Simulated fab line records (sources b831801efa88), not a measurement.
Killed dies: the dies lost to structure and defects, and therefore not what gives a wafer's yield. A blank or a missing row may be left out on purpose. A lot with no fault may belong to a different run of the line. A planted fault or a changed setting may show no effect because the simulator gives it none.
Matching of chambers | flow sfqLine | SFQ_TRILAYER_I2_CMP_CMP_064 on cmp-01 has 4 sister chambers
The step polishes SiO2. 16 wafers are shown with their chamber, then 7 later ones without.

WAFERS PAIRED WITH THEIR CHAMBERS
wafer  | chamber | motorCurrentA (A) | timeToEndpointS (s)
L557.1 | 1       | 13.0              | 200
L557.2 | 3       | 11.1              | 213
L557.6 | 2       | 10.4              | 201
L560.2 | 3       | 11.5              | 211
L560.1 | 2       | 10.8              | 204
L560.3 | 1       | 12.0              | 214
L561.3 | 3       | 11.6              | 228
L561.5 | 1       | 12.4              | 230
L561.6 | 0       | 10.4              | 236
L567.3 | 1       | 12.7              | 219
L567.4 | 2       | 10.9              | 203
L575.1 | 0       | 11.1              | 209
L575.2 | 3       | 11.1              | 219
L575.4 | 2       | 11.0              | 204
L576.2 | 1       | 13.3              | 215
L576.4 | 0       | 11.1              | 218

SIGNATURES (means of the wafers above)
reading         | chamber 0 | chamber 1 | chamber 2 | chamber 3 | scatter within a chamber
motorCurrentA   | 10.867    | 12.680    | 10.775    | 11.325    | 0.384
timeToEndpointS | 221.00    | 215.60    | 203.00    | 217.75    | 9.24
Rule: for a wafer and a chamber, the distance is found by dividing, reading by reading, the gap between the wafer's reading and the chamber's mean by the reading's scatter, squaring, summing and taking the root. If the next closest chamber is less than 2 further off than the closest, the wafer can't be placed; otherwise it belongs to the closest. The scatter: take each reading less its chamber's mean, square it, sum over the shown wafers, divide by the number of wafers less the number of chambers, and take the root.

WAFERS MISSING THEIR CHAMBER
wafer  | motorCurrentA (A) | timeToEndpointS (s)
L576.6 | 13.1              | 224
L577.4 | 10.8              | 218
L577.1 | 13.2              | 209
L577.3 | 10.8              | 192
L578.1 | 10.8              | 213
L578.4 | 11.3              | 203
L578.5 | 10.7              | 211

THE CHAMBER EACH PASSED THROUGH
wafer  | from the rows above          | in truth
L576.6 | 1                            | 1
L577.4 | can't be placed: 0 or 3 or 2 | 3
L577.1 | 1                            | 1
L577.3 | can't be placed: 2 or 3 or 0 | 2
L578.1 | can't be placed: 0 or 2 or 3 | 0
L578.4 | can't be placed: 2 or 3 or 0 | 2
L578.5 | can't be placed: 2 or 0 or 3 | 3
Placed correctly: 2 of 7. Can't be placed from these rows: 5 (the true chamber is among the candidates in 5). 0 placed wrongly.
